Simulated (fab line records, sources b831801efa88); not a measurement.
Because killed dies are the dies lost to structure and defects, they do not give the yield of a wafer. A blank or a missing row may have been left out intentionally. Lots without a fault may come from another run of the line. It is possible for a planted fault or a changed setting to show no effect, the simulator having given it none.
Comparing a struck lot with a sound one | flow sfq-line | 14 out of 325 route steps
Sound: wafers L598.1, L598.3, L598.5. Struck: wafer L592.6; the same lot's L592.4 was not struck, so it is left out; see the end for the cause.
Each step with rows lists, per side, the tool, then ch with its chambers, then its first start. Under that, the readings that differ: sound wafers | struck wafers | difference of the means | sigmas: that difference in standard deviations of wafers without a fault.
alike: words and numbers the same on both sides, and readings whose means are apart by under 2 such deviations; not compared: readings that were withheld, readings missing a value for some wafer, numbers with overlapping values and no deviation given by the record, and bounds like >300 which may hide the same value.
The two part at a step that has a row with sigmas, a row that says differs or no value, or rows on one side only. Numbers that don't overlap but have no deviation are shown without sigmas and don't part them. A reading missing from all wafers of one side parts the sides only when that side holds two or more wafers.

first, 2 steps without rows for these wafers: SFQ_TRILAYER_I6_VIA_STRIP_SOLV_CLEAN_174 (cleans in NMP, time 600 s); SFQ_TRILAYER_M7_DEP_PRE_CLEAN_176 (time 22.5 s).
SFQ_TRILAYER_M7_DEP_SPUTTER_175: material Nb, target thk 200 nm, time 133.3 s.
  sound on pvd-sputter-06, day 79 05:55; struck on pvd-sputter-06, day 76 17:35
  alike: cathode-dc-power-W, substrate-temp-c, throttle-valve-pct
SFQ_M7_RS_MEAS_943: measures by four-point-probe.
  sound on film-metro-02, day 79 06:01; struck on film-metro-02, day 76 17:44
  alike: M7_NB_RS
then, 6 steps without rows for these wafers: SFQ_TRILAYER_M7_LITHO_COAT_182 (resist thk 62 nm); SFQ_TRILAYER_M7_LITHO_COAT_177 (resist thk 600 nm); SFQ_TRILAYER_M7_LITHO_SOFTBAKE_181; SFQ_TRILAYER_M7_LITHO_EXPOSE_178 (exposes mask M7, target cd 500 nm); SFQ_TRILAYER_M7_LITHO_PEB_180 (peb time 60 s); SFQ_TRILAYER_M7_LITHO_DEVELOP_179 (time 60 s).
SFQ_M7_OVL_MEAS_945:
  sound on overlay-01, day 79 14:21; struck on overlay-02, day 76 20:07
  alike: M7_OVL
SFQ_TRILAYER_M7_BARC_OPEN_METAL_ETCH_229: etches BARC in O2, target depth 125 nm, time 41.7 s.
  sound on rie-metal-03 ch 0,1, day 79 14:23; struck on rie-metal-03 ch 1, day 76 20:09
  reading                                             | sound           | struck | difference | sigmas
  model.KrF_of_TRILAYER_M7_LITHO_COAT_177.thk-nm (nm) | 523.7 522.2 519 | 497    | -25        |
  alike: drypump-motor-current-A, oes-product-au, rf-fwd-power-W
  not compared: rf-hours-counter-h
SFQ_TRILAYER_M7_ETCH_METAL_ETCH_180: etches Nb in Cl2/Ar, stops on SiO2, target depth 240 nm, time 120 s.
  sound on rie-metal-03 ch 0,1, day 79 14:26; struck on rie-metal-03 ch 1, day 76 20:14
  reading                                             | sound           | struck | difference | sigmas
  model.KrF_of_TRILAYER_M7_LITHO_COAT_177.thk-nm (nm) | 390.5 378.1 375 | 359.1  | -22.1      |
  alike: drypump-motor-current-A, oes-product-au, rf-fwd-power-W
  not compared: rf-hours-counter-h
SFQ_TRILAYER_M7_STRIP_STRIP_181: strips in O2.
  sound on rie-metal-03 ch 0,1, day 79 14:34; struck on rie-metal-03 ch 1, day 76 20:31
  reading               | sound             | struck | difference | sigmas
  oes-product-au (a.u.) | 0.985 1.028 1.015 | 0.979  | -0.030     | -2
  alike: drypump-motor-current-A
  not compared: rf-hours-counter-h

WHERE THEY PART
Only at SFQ_TRILAYER_M7_STRIP_STRIP_181, as far as this record shows.

WHY: what had been put in by the simulator
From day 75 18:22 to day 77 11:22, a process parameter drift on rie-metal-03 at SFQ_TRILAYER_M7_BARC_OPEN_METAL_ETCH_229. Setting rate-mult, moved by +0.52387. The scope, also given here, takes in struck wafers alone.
